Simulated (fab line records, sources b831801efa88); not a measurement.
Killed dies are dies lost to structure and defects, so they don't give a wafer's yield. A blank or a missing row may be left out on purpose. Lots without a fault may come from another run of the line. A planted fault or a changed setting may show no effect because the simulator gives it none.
A struck lot beside a sound one | flow sky130 | 16 steps out of a route of 708
Sound: wafers L915.3, L915.4, L915.5. Struck: wafers L926.3, L926.5, L926.6. The cause comes at the end.
At each step with rows: each side's tool, then ch and its chambers, then its first start. Under that, the readings that differ: sound wafers | struck wafers | difference of the means | sigmas: that difference in standard deviations of wafers without a fault.
alike: readings whose means differ by less than 2 such deviations, and words and numbers that are the same on both sides. not compared: withheld readings, readings that some wafer has no value for, bounds like >300 that may hide the same value, and numbers for which the record gives no deviation and whose values overlap.
The two part at a step that has a row with sigmas, a row that says differs or no value, or rows on one side only. Numbers that don't overlap but have no deviation are shown without sigmas and don't part them. A reading that every wafer of one side lacks parts them only if that side has two wafers or more.

SKY_NWELL_RS_MEAS_29: measures by four-point-probe.
  sound on film_metro-03, day 6 15:42; struck on film_metro-03, day 9 11:10
  alike: NWELL_RS
SKY_NWELL_RS_MEAS_31: measures by four-point-probe.
  sound on film_metro-03, day 6 15:56; struck on film_metro-03, day 9 11:24
  alike: PWDE_RS
then, 7 steps without rows for these wafers: SKY_VT_ADJUST_HVTP_DEHYDRATE_00 (time 60 s); SKY_VT_ADJUST_HVTP_HMDS_01 (prime time 60 s); SKY_VT_ADJUST_HVTP_COAT_02 (resist thk 1140 nm); SKY_VT_ADJUST_HVTP_SOFTBAKE_03 (time 60 s); SKY_VT_ADJUST_HVTP_EXPOSE_04 (exposes mask HVTPM, target cd 380 nm); SKY_VT_ADJUST_HVTP_PEB_05; SKY_VT_ADJUST_HVTP_DEVELOP_06 (develop time 60 s).
SKY_VT_ADJUST_HVTP_CD_MEAS_07: target cd 380 nm.
  sound on cd_sem-02, day 7 11:07; struck on cd_sem-01, day 10 09:34
  alike: cd_nm
SKY_VT_ADJUST_HVTP_OVL_MEAS_08:
  sound on overlay-01, day 7 11:13; struck on overlay-01, day 10 09:40
  alike: VT_ADJUST_HVTP_OVL
SKY_VT_ADJUST_HVTP_IMPLANT_09:
  sound on implanter-04 ch 0, day 7 11:17; struck on implanter-03 ch 0, day 10 09:44
  reading                   | sound                | struck               | difference | sigmas
  beam_energy_keV           | 150.02 150.04 150.03 | 135.62 135.54 135.60 | -14.44     | -99 or more
  model.implant.rp_nm (nm)  | 86 86 86             | 78.59 78.59 78.59    | -7.41      |
  model.implant.drp_nm (nm) | 33.4 33.4 33.4       | 30.82 30.82 30.82    | -2.58      |
  alike: end_station_pressure_torr, faraday_current_uA
SKY_VT_ADJUST_HVTP_STRIP_10: strips in O2/N2.
  sound on plasma_asher-02 ch 0,1, day 7 11:25; struck on plasma_asher-02 ch 0,1, day 10 09:52
  alike: drypump_motor_current_A, n2_flow_sccm, oes_product_au, strip_time_to_endpoint_s
  not compared: rf_hours_counter_h
SKY_VT_ADJUST_HVTP_TW_MEAS_11:
  sound on film_metro-04, day 7 11:30; struck on film_metro-02, day 10 10:00
  reading           | sound          | struck         | difference | sigmas
  VT_ADJUST_HVTP_TW | 1349 1342 1354 | 1307 1301 1311 | -42        | -7
then, 1 step without rows for these wafers: SKY_VT_ADJUST_LVTN_DEHYDRATE_00 (time 60 s).
-- the record jumps here: 39 days lie between the struck wafers' starts before and after (it left off in module VT_ADJUST_LVTN and takes up again in module PAD_OPEN, whose first step shown is number 708 of the route) --
SKY_PAD_OPEN_PROBE_99:
  sound on prober-02, day 48 02:12; struck on prober-02, day 49 19:44
  reading                                  | sound                | struck               | difference | sigmas
  model.etest.tip_p.rs_ohm_sq              | 6747 6764 6765       | 7090 7084 7125       | +341       |
  model.etest.pfet_01v8.r_on_ohm_um        | 2795 2833 2812       | 3044 3030 2985       | +206       |
  model.etest.pfet_01v8.drive_ua_um        | 201.7 198.8 201.5    | 179.3 181.4 185      | -18.8      |
  model.etest.pfet_01v8_mvt.drive_ua_um    | 157.4 156 157.6      | 142.6 143.4 146      | -13.0      |
  model.etest.pfet_01v8_hvt.drive_ua_um    | 150.3 148.9 150.2    | 133.6 133.9 138.1    | -14.6      |
  model.etest.sram_pfet_latch.drive_ua_um  | 147.8 145.8 148.9    | 133.1 125.7 140.9    | -14.3      |
  model.etest.pfet_01v8_mvt.off_log10_a_um | -10.28 -10.42 -10.1  | -11.74 -11.71 -11.87 | -1.51      |
  model.etest.pfet_01v8.off_log10_a_um     | -9.175 -9.293 -9.082 | -11.02 -10.74 -10.9  | -1.70      |
  alike: killed_at_M0_to_M3, killed_at_M4_up, killed_at_contacts, killed_at_front_end, killed_at_other, killed_dies, killed_open, killed_short

WHERE THEY PART
First at SKY_VT_ADJUST_HVTP_IMPLANT_09; last, within this record, at SKY_VT_ADJUST_HVTP_TW_MEAS_11. Later steps at which nothing parts them and some readings are alike: SKY_PAD_OPEN_PROBE_99.

WHY: what the simulator had put in
Process parameter drift: implanter-03, from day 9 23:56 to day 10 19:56, at SKY_VT_ADJUST_HVTP_IMPLANT_09. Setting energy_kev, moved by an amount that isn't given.
